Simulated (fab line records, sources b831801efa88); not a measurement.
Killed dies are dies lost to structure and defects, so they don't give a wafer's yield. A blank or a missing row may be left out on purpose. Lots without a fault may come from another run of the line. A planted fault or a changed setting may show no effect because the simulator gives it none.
Problem report in the 8D (eight disciplines) form, filled by code | flow sky130 | the parts of the form that need people (team, actions taken, sign-off) are left out

1. THE PROBLEM
LI_CONTACT_W_RS at SKY_LI_CONTACT_RS_MEAS_22 reads a mean of 0.255 ohm/sq on 2 wafers of 2 lots; wafers without a fault read 0.285 ohm/sq with a standard deviation of 0.0031. That is -9.8 standard deviations from the usual mean.
The step: measures by four-point-probe.
First seen on wafer L331.2, day 32 08:40, on film_metro-03. The record holds 28 wafers of 10 lots with a number at this step. Rule for "out", or "out of limits": more than 4 standard deviations from the usual mean. The other wafers with a number count as sound.

2. WHAT IT IS AND WHAT IT IS NOT
question                    | is                           | is not
which readings at this step | LI_CONTACT_W_RS              | -
which lots                  | L331, L333                   | L326, L328, L335, L338, L340, L344, L345, L348
which wafers of those lots  | L331.2, L333.6               | L331.1, L331.3
read on which gauges        | film_metro-02, film_metro-03 | film_metro-04
when                        | from day 32 08:40            | up to then (8 sound wafers); but 18 sound wafers of L335, L338, L340, L344, L345, L348 came after

3. SUSPECTS, AND WHAT RULES EACH OUT
Counting: a tool at a process step up to the reading stays a suspect if it ran every lot that is out. Sound lots after the first of them don't rule it out here, since some wafers of a struck lot are sound.
- the gauge at SKY_LI_CONTACT_RS_MEAS_22: ruled out. The wafers that are out were read on 2 gauges (film_metro-02, film_metro-03).
- cvd_w-01 at SKY_LI_CONTACT_CVD_21 (deposits W, target thk 400 nm, time 120.56 s): kept. It ran every lot that is out, first L331 (day 32 08:33); its last sound lot up to then is L328 (day 30 23:15). Its own readings are out on those wafers: susceptor_temp_C.
- Within cvd_w-01 at SKY_LI_CONTACT_CVD_21: the wafers that are out ran in chamber 1; their sound lot-mates ran in chamber 0.
Left after counting: cvd_w-01 at SKY_LI_CONTACT_CVD_21.

4. THE CAUSE (what the simulator had put in)
Process parameter drift: cvd_w-01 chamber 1, from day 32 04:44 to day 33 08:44, at SKY_LI_CONTACT_CVD_21. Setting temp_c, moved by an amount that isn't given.
Counting left only this tool.

5. THE CHAIN OF EFFECTS, in route order
Each row: a reading whose mean over the struck wafers that have a number lies more than 3 standard deviations from the usual. Only readings for which the record gives a usual standard deviation are gone through. hours: the time from each lot's start at the first step in this table that gives one to its start at this step, as a median over the lots. sigmas: the change in usual standard deviations.
hours | step                       | reading            | usual        | on struck wafers | change | sigmas
0     | SKY_LI_CONTACT_CVD_21      | susceptor_temp_C   | 399.97 C     | 406.05           | +6.08  | +25
0     | SKY_LI_CONTACT_RS_MEAS_22  | LI_CONTACT_W_RS    | 0.285 ohm/sq | 0.255            | -0.030 | -9.8
0     | SKY_LI_CONTACT_THK_MEAS_23 | LI_CONTACT_W_THK   | 413 nm       | 464              | +50    | +6.4
1     | SKY_LI_CONTACT_CMP_24      | time_to_endpoint_s | 97 s         | 110              | +12    | +3.3
The process steps in it:
- SKY_LI_CONTACT_CVD_21: deposits W, target thk 400 nm, time 120.56 s.
- SKY_LI_CONTACT_CMP_24: polishes, stops on PSG, t overpolish 20 s, target thk 0 nm.
Later measuring or inspecting steps at which every struck wafer that the step has a row for has a number for every such reading, and none has moved that far: SKY_LOCAL_INTERCONNECT_THK_MEAS_02.

6. WHAT WOULD HAVE CAUGHT IT SOONER
In this record the first reading out of limits at a measuring or inspecting step was taken at day 32 08:40, 4 hours after the fault began at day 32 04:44.
The tool's own readings at SKY_LI_CONTACT_CVD_21 were out on every struck wafer that the step has a row for (susceptor_temp_C): an alarm limit on them would have fired on the first of those.
Of the lots that are out (2), L333 began SKY_LI_CONTACT_CVD_21 on cvd_w-01 after day 32 08:40. A hold on the tool at that time would have spared it.
